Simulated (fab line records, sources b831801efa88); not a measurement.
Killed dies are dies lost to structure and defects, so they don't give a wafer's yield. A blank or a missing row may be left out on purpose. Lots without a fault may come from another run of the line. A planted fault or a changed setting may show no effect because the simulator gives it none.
fab line records | flow sky130
record lots=5 wafers=12 last_day=50
route steps=708 shown LI_CONTACT@376 LOCAL_INTERCONNECT@387 PAD_OPEN@708
lots that met no fault: from a run of the same line without faults
start_h: hours from the record's first day to the start of the lot's first wafer shown | wait_h: hours since the lot's step before | " the same as in the row above | L1.1+2: a row that stands for several wafers | - no value, or no start given | * or withheld: withheld | < > ~ a bound
route shown NAME@n: a module of which the file shows steps, and the number in the route of the first | usual: mean/standard deviation of fault-free wafers | same: alike in all rows | chamber/n: place in a boat | sites: the reading at each site | _std_site: their standard deviation | _edge_site: outer sites' mean less inner sites' | radius_mm: how far each site lies from the wafer's centre | mask NAME#n: copy n | behind: the tool/chamber that last shaped the wafer | hold: why the lot was held/for how many hours/how that ended | device: the transistor (n, p or np) that didn't switch | end of line: the same wafers' tests at the end of the route | a step without rows: its recipe alone | killed: dies lost to structure and defects at the first sort, not the wafer's yield | map: a wafer's dies, x killed, . not, _ none there
set.NAME: the setting as run; set.NAME@STEP: as run at that earlier step | model.NAME: the simulator's own value behind a step, which no gauge read
lots at some steps of the route; a table a step, a row a wafer
services: from which hour (start_h, from the record's first day; less than 0 if before it) a tool's chamber was out of use, for how many hours, and why
## steps
# step SKY_LI_CONTACT_ETCH_14
# recipe chemistry=N2/H2 target=BARC ion_energy_ev=200 source_w=500 bias_w=100 pressure_mtorr=30 n2_flow_sccm=100 h2_flow_sccm=200 stop_on=SiO2 time_s=45.9 target_depth_a=600
# step SKY_LI_CONTACT_ETCH_15
# recipe target=PSG chemistry=C4F8/O2/Ar stop_on=Si taper_deg=4.15 mask_material=KrF-thick source_w=1500 bias_w=1200 pressure_mtorr=40 c4f8_flow_sccm=withheld O2_flow_sccm=6 Ar_flow_sccm=300 time_s=withheld target_depth_a=6000
# step SKY_LI_CONTACT_STRIP_16
# recipe chemistry=O2/N2 power_w=1400 pressure_mtorr=1500 platen_temp_c=withheld o2_flow_sccm=3000 n2_flow_sccm=300 overash_fraction=0.5
# step SKY_LI_CONTACT_CLEAN_17
# recipe chemistry=NMP time_s=600 temp_c=60 dry=n2_spin
# step SKY_LI_CONTACT_PRE_CLEAN_18
# recipe gas=Ar time_s=5.6 bias_v=358
# step SKY_LI_CONTACT_SPUTTER_19
# recipe material=Ti target_thk_nm=20 chamber_pressure_pa=5 power_w=2500 substrate_temp_c=200 time_s=106.37
# step SKY_LI_CONTACT_SPUTTER_20
# recipe material=TiN target_thk_nm=20 chamber_pressure_pa=5 power_w=4000 time_s=80
# step SKY_LI_CONTACT_CVD_21
# recipe material=W target_thk_nm=400 time_s=120.56 temp_c=400 pressure_torr=40
# step SKY_LI_CONTACT_CMP_24
# recipe stop_on=PSG t_overpolish_s=20 down_force_psi=3.5 platen_rpm=60 target_thk_nm=0 pad_velocity_m_s=0.94248
# step SKY_LOCAL_INTERCONNECT_SPUTTER_00
# recipe material=TiN target_thk_nm=100 temp_c=300 power_w=6500 time_s=83.3 chamber_pressure_pa=0.4
# usual cathode_dc_power_W=6499.9/1.3 chamber_pressure_pa=0.4000/0.00079 throttle_valve_pct=30.7/1.2
# columns lot.wafer tool chamber start_h wait_h cathode_dc_power_W chamber_pressure_pa throttle_valve_pct model.TiN_of_LOCAL_INTERCONNECT_SPUTTER_00.thk_nm
L956.1 pvd_sputter-02 - 768.43 0.2 6498.4 0.4003 29.2 102.2
L956.3 " - " " 6498.7 0.4013 30.7 103.6
L956.6 " - " " 6498.8 0.4002 31.1 102.5
L962.4 pvd_sputter-02 - 818.03 0.2 6500.3 0.3987 30.8 100.3
L962.5 " - " " 6500.4 0.3989 30.6 194
L963.1 pvd_sputter-02 - 823.48 0.1 6497.2 0.4021 31.0 191.7
L963.5 " - " " 6500.1 0.4009 30.9 193
L964.1 pvd_sputter-02 - 832.52 0.1 6499.2 0.4003 31.5 192.4
L964.4 " - " " 6497.0 0.3994 29.4 99.12
L967.3 pvd_sputter-04 - 847.75 0.1 6499.2 0.4003 33.1 100.2
L967.5 " - " " 6500.9 0.3982 29.4 100
L967.6 " - " " 6501.1 0.3996 29.1 99.99
# step SKY_LOCAL_INTERCONNECT_RS_MEAS_01
# recipe thk_meas_gauge=four-point-probe reads=TiN_of_LOCAL_INTERCONNECT_SPUTTER_00
# usual LOCAL_INTERCONNECT_TIN_RS=14.18/0.17
# columns lot.wafer tool chamber start_h wait_h LOCAL_INTERCONNECT_TIN_RS[ohm/sq]
L956.1 film_metro-03 - 768.49 0.0 13.83
L956.3 " - " " 13.64
L956.6 " - " " 13.79
L962.4 film_metro-01 - 818.15 0.1 14.15
L962.5 " - " " 7.14
L963.1 film_metro-01 - 823.54 0.0 7.23
L963.5 " - " " 7.18
L964.1 film_metro-01 - 832.58 0.0 7.20
L964.4 " - " " 14.28
L967.3 film_metro-02 - 847.85 0.1 14.10
L967.5 " - " " 14.11
L967.6 " - " " 14.11
# step SKY_LOCAL_INTERCONNECT_THK_MEAS_02
# recipe thk_meas_gauge=xrf reads=TiN_of_LOCAL_INTERCONNECT_SPUTTER_00
# usual LOCAL_INTERCONNECT_TIN_THK=98.5/1.1
# columns lot.wafer tool chamber start_h wait_h LOCAL_INTERCONNECT_TIN_THK[nm]
L956.1 film_metro-03 - 768.61 0.1 99.8
L956.3 " - " " 101.2
L956.6 " - " " 100.9
L962.4 film_metro-01 - 818.24 0.1 98.9
L962.5 " - " " 191.3
L963.1 film_metro-01 - 823.66 0.1 188.8
L963.5 " - " " 190.2
L964.1 film_metro-01 - 832.70 0.1 190.0
L964.4 " - " " 97.4
L967.3 film_metro-02 - 847.95 0.1 99.5
L967.5 " - " " 99.5
L967.6 " - " " 98.9
# step SKY_LOCAL_INTERCONNECT_DEHYDRATE_03
# recipe temp_c=200 time_s=60
# step SKY_LOCAL_INTERCONNECT_HMDS_04
# recipe prime_time_s=60 prime_temp_c=120
# step SKY_LOCAL_INTERCONNECT_COAT_05
# recipe resist=BARC temp_c=withheld time_s=withheld spin_rpm=3000 resist_thk_nm=60
# step SKY_LOCAL_INTERCONNECT_COAT_06
# recipe resist=KrF-thick spin_rpm=3000 resist_thk_nm=450
# step SKY_LOCAL_INTERCONNECT_SOFTBAKE_07
# recipe temp_c=100 time_s=90 resist=KrF-thick
# step SKY_LOCAL_INTERCONNECT_EXPOSE_08
# recipe mask_id=LI1M na=0.8 source_shape=annular sigma_inner=0.55 sigma_outer=0.85 target_cd_nm=170 dose_mj=28
# step SKY_LOCAL_INTERCONNECT_PEB_09
# recipe peb_temp_c=withheld peb_time_s=withheld resist=KrF-thick
# step SKY_LOCAL_INTERCONNECT_DEVELOP_10
# recipe develop_time_s=60 resist=KrF-thick dev_temp_c=21
# step SKY_LOCAL_INTERCONNECT_ETCH_13
# recipe chemistry=N2/H2 target=BARC ion_energy_ev=200 bias_w=100 pressure_mtorr=30 n2_flow_sccm=100 h2_flow_sccm=200 icp_w=500 stop_on=SiO2 time_s=45.9 target_depth_a=600
# step SKY_LOCAL_INTERCONNECT_METAL_ETCH_14
# recipe target_depth_nm=110 stop_on=PSG chemistry=Cl2/BCl3 target=TiN resist_sidewall_deg=88 pressure_mtorr=10 icp_w=900 bias_w=48.5 Cl2_flow_sccm=60 bcl3_flow_sccm=30 time_s=31.4
# usual drypump_motor_current_A=5.84/0.24 oes_product_au=0.941/0.0085 throttle_valve_pct=21.901/0.0097
# columns lot.wafer tool chamber start_h wait_h drypump_motor_current_A oes_product_au rf_hours_counter_h throttle_valve_pct
L956.1 rie_metal-04 1 795.52 0.0 5.68 0.955 5 21.890
L956.3 " 0 " " 6.12 0.965 - 21.896
L956.6 " 1 " " 5.67 0.949 - 21.887
L962.4 rie_metal-04 1 845.08 0.0 5.67 0.949 - 21.894
L962.5 " 0 " " 6.12 0.999 - 21.851
L963.1 rie_metal-04 0 850.03 0.0 6.12 1.001 16 21.874
L963.5 " 0 " " 6.11 0.996 - 21.867
L964.1 rie_metal-04 1 858.68 0.0 5.67 0.991 7 21.879
L964.4 " 0 " " 6.11 0.937 - 21.908
L967.3 rie_metal-03 1 873.48 0.0 5.90 0.935 - 21.907
L967.5 " 0 " " 5.49 0.941 - 21.890
L967.6 " 1 " " 5.93 0.945 - 21.904
# step SKY_LOCAL_INTERCONNECT_STRIP_15
# recipe chemistry=O2/N2 power_w=1400 pressure_mtorr=1500 platen_temp_c=withheld o2_flow_sccm=3000 n2_flow_sccm=300 overash_fraction=0.5
# step SKY_LOCAL_INTERCONNECT_STRIP_16
# recipe chemistry=post_etch_residue_remover time_s=1200 temp_c=72.5
# usual bath_heat_duty_pct=14.8/1.8
# columns lot.wafer tool chamber start_h wait_h bath_heat_duty_pct model.TiN_of_LOCAL_INTERCONNECT_SPUTTER_00.thk_nm
L956.1 wet_bench-02 0 795.67 0.1 12.9 101.8
L956.3 " 0 " " 13.0 103.1
L956.6 " 0 " " 12.9 102.1
L962.4 wet_bench-03 0 845.21 0.0 16.1 99.85
L962.5 " 0 " " 15.3 193.6
L963.1 wet_bench-02 0 850.18 0.1 12.0 191.3
L963.5 " 0 " " 12.7 192.6
L964.1 wet_bench-03 1 858.83 0.1 14.2 191.9
L964.4 " 1 " " 15.2 98.7
L967.3 wet_bench-04 1 873.62 0.0 13.1 99.83
L967.5 " 1 " " 12.8 99.63
L967.6 " 1 " " 12.5 99.57
# step SKY_LOCAL_INTERCONNECT_CLEAN_17
# recipe chemistry=IPA time_s=180 temp_c=25
# step SKY_PAD_OPEN_PROBE_99
# usual killed_at_M0_to_M3=44/6.8 killed_at_M4_up=3.2/1.7 killed_at_contacts=24/4.9 killed_at_front_end=14/4.1 killed_at_other=0.2/0.51 killed_dies=85/8.7 killed_on_rim=16/4 killed_open=46/6.8 killed_short=39/6.1
# same gross_dies=492 killed_at_back_side=0
# columns lot.wafer tool chamber start_h wait_h killed_at_M0_to_M3 killed_at_M4_up killed_at_contacts killed_at_front_end killed_at_other killed_dies killed_on_rim killed_open killed_short
L962.5 prober-01 - 1173.47 0.2 56 5 424 5 2 492 96 35 46
L963.1 prober-02 - 1174.31 0.1 35 0 440 17 0 492 96 38 40
L963.5 prober-02 - 1174.51 0.2 44 1 433 14 0 492 96 58 27
L964.1 prober-02 - 1184.41 0.1 33 0 451 7 1 492 96 44 28
L964.4 prober-02 - 1184.56 0.2 34 6 19 12 0 71 14 37 34
L967.3 prober-02 - 1194.28 0.2 54 3 13 12 1 83 12 44 39
L967.5 prober-02 - 1194.38 0.2 42 1 32 12 1 88 20 46 42
L967.6 prober-02 - 1194.43 0.2 47 4 20 12 0 83 9 44 39
# killed by level:class
L962.5 LOCAL_INTERCONNECT:area_etch=411 METAL2:geometric_particle:short=11 VIA1:geometric_particle:open=10 VIA2:geometric_particle:open=9 METAL1:geometric_particle:short=8 VIA3:geometric_particle:open=6 VIA1:geometric_particle:short=5 FIELD_ISO:geometric_particle:short=4
L963.1 LOCAL_INTERCONNECT:area_etch=414 LI_CONTACT:geometric_particle:open=7 VIA1:geometric_particle:open=7 VIA2:geometric_particle:open=7 CONTACT:geometric_particle:short=6 LOCAL_INTERCONNECT:geometric_particle:short=5 CONTACT:geometric_particle:open=5 VIA3:geometric_particle:short=5
L963.5 LOCAL_INTERCONNECT:area_etch=407 LI_CONTACT:geometric_particle:open=13 VIA2:geometric_particle:open=12 CONTACT:geometric_particle:open=10 VIA1:geometric_particle:open=8 VIA3:geometric_particle:open=6 METAL2:geometric_particle:short=5 METAL1:geometric_particle:short=4
L964.1 LOCAL_INTERCONNECT:area_etch=420 CONTACT:geometric_particle:open=10 VIA1:geometric_particle:open=10 LI_CONTACT:geometric_particle:open=8 LI_CONTACT:geometric_particle:short=6 METAL2:geometric_particle:short=6 VIA2:geometric_particle:open=6 LOCAL_INTERCONNECT:geometric_particle:short=4
L964.4 VIA1:geometric_particle:open=11 CONTACT:geometric_particle:open=8 VIA1:geometric_particle:short=7 FIELD_ISO:geometric_particle:open=4 VIA3:geometric_particle:open=4 METAL4:geometric_particle:short=4 FIELD_ISO:geometric_particle:short=3 LI_CONTACT:geometric_particle:short=3
L967.3 METAL2:geometric_particle:short=10 VIA1:geometric_particle:open=9 VIA3:geometric_particle:open=9 VIA2:geometric_particle:open=7 CONTACT:geometric_particle:open=6 CONTACT:geometric_particle:short=4 FIELD_ISO:geometric_particle:short=4 METAL1:geometric_particle:short=4
L967.5 LI_CONTACT:geometric_particle:open=11 VIA2:geometric_particle:open=9 CONTACT:geometric_particle:short=8 CONTACT:geometric_particle:open=7 VIA1:geometric_particle:open=7 METAL2:geometric_particle:short=6 VIA1:geometric_particle:short=6 FIELD_ISO:geometric_particle:open=5
L967.6 METAL2:geometric_particle:short=9 LI_CONTACT:geometric_particle:open=8 METAL1:geometric_particle:short=8 VIA1:geometric_particle:open=8 CONTACT:geometric_particle:open=7 VIA2:geometric_particle:open=7 FIELD_ISO:geometric_particle:open=5 POLY_GATE:geometric_particle:short=5
# map L962.5 (x killed, . not)
__________xxxxxxxxxx_________
________xxxxxxxxxxxxxx_______
______xxxxxxxxxxxxxxxxxx_____
_____xxxxxxxxxxxxxxxxxxxx____
____xxxxxxxxxxxxxxxxxxxxxx___
___xxxxxxxxxxxxxxxxxxxxxxxx__
__xxxxxxxxxxxxxxxxxxxxxxxxxx_
_xxxxxxxxxxxxxxxxxxxxxxxxxxxx
_xxxxxxxxxxxxxxxxxxxxxxxxxxxx
_xxxxxxxxxxxxxxxxxxxxxxxxxxxx
_xxxxxxxxxxxxxxxxxxxxxxxxxxxx
_xxxxxxxxxxxxxxxxxxxxxxxxxxxx
_xxxxxxxxxxxxxxxxxxxxxxxxxxxx
_xxxxxxxxxxxxxxxxxxxxxxxxxxxx
_xxxxxxxxxxxxxxxxxxxxxxxxxxxx
__xxxxxxxxxxxxxxxxxxxxxxxxxx_
___xxxxxxxxxxxxxxxxxxxxxxxx__
____xxxxxxxxxxxxxxxxxxxxxx___
_____xxxxxxxxxxxxxxxxxxxx____
______xxxxxxxxxxxxxxxxxx_____
________xxxxxxxxxxxxxx_______
__________xxxxxxxxxx_________
# map L963.1 (x killed, . not)
__________xxxxxxxxxx_________
________xxxxxxxxxxxxxx_______
______xxxxxxxxxxxxxxxxxx_____
_____xxxxxxxxxxxxxxxxxxxx____
____xxxxxxxxxxxxxxxxxxxxxx___
___xxxxxxxxxxxxxxxxxxxxxxxx__
__xxxxxxxxxxxxxxxxxxxxxxxxxx_
_xxxxxxxxxxxxxxxxxxxxxxxxxxxx
_xxxxxxxxxxxxxxxxxxxxxxxxxxxx
_xxxxxxxxxxxxxxxxxxxxxxxxxxxx
_xxxxxxxxxxxxxxxxxxxxxxxxxxxx
_xxxxxxxxxxxxxxxxxxxxxxxxxxxx
_xxxxxxxxxxxxxxxxxxxxxxxxxxxx
_xxxxxxxxxxxxxxxxxxxxxxxxxxxx
_xxxxxxxxxxxxxxxxxxxxxxxxxxxx
__xxxxxxxxxxxxxxxxxxxxxxxxxx_
___xxxxxxxxxxxxxxxxxxxxxxxx__
____xxxxxxxxxxxxxxxxxxxxxx___
_____xxxxxxxxxxxxxxxxxxxx____
______xxxxxxxxxxxxxxxxxx_____
________xxxxxxxxxxxxxx_______
__________xxxxxxxxxx_________
## services
# columns tool chamber start_h hours kind
pvd_sputter-02 - 755.28 5.0 repair
rie_metal-04 - 757.61 1.4 pm
pvd_sputter-02 - 775.77 2.7 repair
rie_metal-03 0 799.93 - clean
rie_metal-03 0 799.93 14.7 scheduled_down
rie_metal-03 0 799.93 14.7 vent_cycle
rie_metal-04 1 808.43 12.1 repair
wet_bench-03 - 839.05 1.9 pm
rie_metal-04 0 873.26 - clean
rie_metal-04 0 873.26 22.9 scheduled_down
rie_metal-04 0 873.26 22.9 vent_cycle
## key
first_sign step=SKY_LOCAL_INTERCONNECT_RS_MEAS_01 reading=LOCAL_INTERCONNECT_TIN_RS direction=down sigmas=40 usual=14.18 struck=7.19
effect step=SKY_LOCAL_INTERCONNECT_THK_MEAS_02 reading=LOCAL_INTERCONNECT_TIN_THK direction=up sigmas=85 usual=98.5 struck=190.1
effect step=SKY_LOCAL_INTERCONNECT_METAL_ETCH_14 reading=oes_product_au direction=up sigmas=6.6 usual=0.941 struck=0.996
effect step=SKY_PAD_OPEN_PROBE_99 reading=killed_at_contacts direction=up sigmas=84 usual=24 struck=437
model_effect step=SKY_LOCAL_INTERCONNECT_SPUTTER_00 value=TiN_of_LOCAL_INTERCONNECT_SPUTTER_00.thk_nm without=100 struck=192.8
model_effect step=SKY_LOCAL_INTERCONNECT_STRIP_16 value=TiN_of_LOCAL_INTERCONNECT_SPUTTER_00.thk_nm without=99.62 struck=192.3
more_kills_born_at SKY_LOCAL_INTERCONNECT_METAL_ETCH_14@rie_metal-04=1652
met_at SKY_LOCAL_INTERCONNECT_SPUTTER_00
struck_wafers L962.5,L963.1,L963.5,L964.1
later_rows_left_out L962.5,L963.1,L963.5,L964.1
tester_left_out L962,L963,L964
onset_between 768.43 818.03
fault kind=process_parameter_drift tool=pvd_sputter-02 chamber=- onset_h=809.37 steps=SKY_LOCAL_INTERCONNECT_SPUTTER_00 channel=target_thk_nm offset=92.735 shape=step end_h=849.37 scope=struck_wafers_only acts_in=these_recipes_only stated=100
# tester_left_out: of these lots the tester's yield and bins aren't shown, on N5 and GAA mostly nor the transistor test; their killed dies are dies lost to structure and defects alone, not to doping, threshold or leakage, so they don't give the yield
# later_rows_left_out: the simulator's readings of these wafers behind a module that went badly wrong aren't trusted and aren't shown, but for the sort
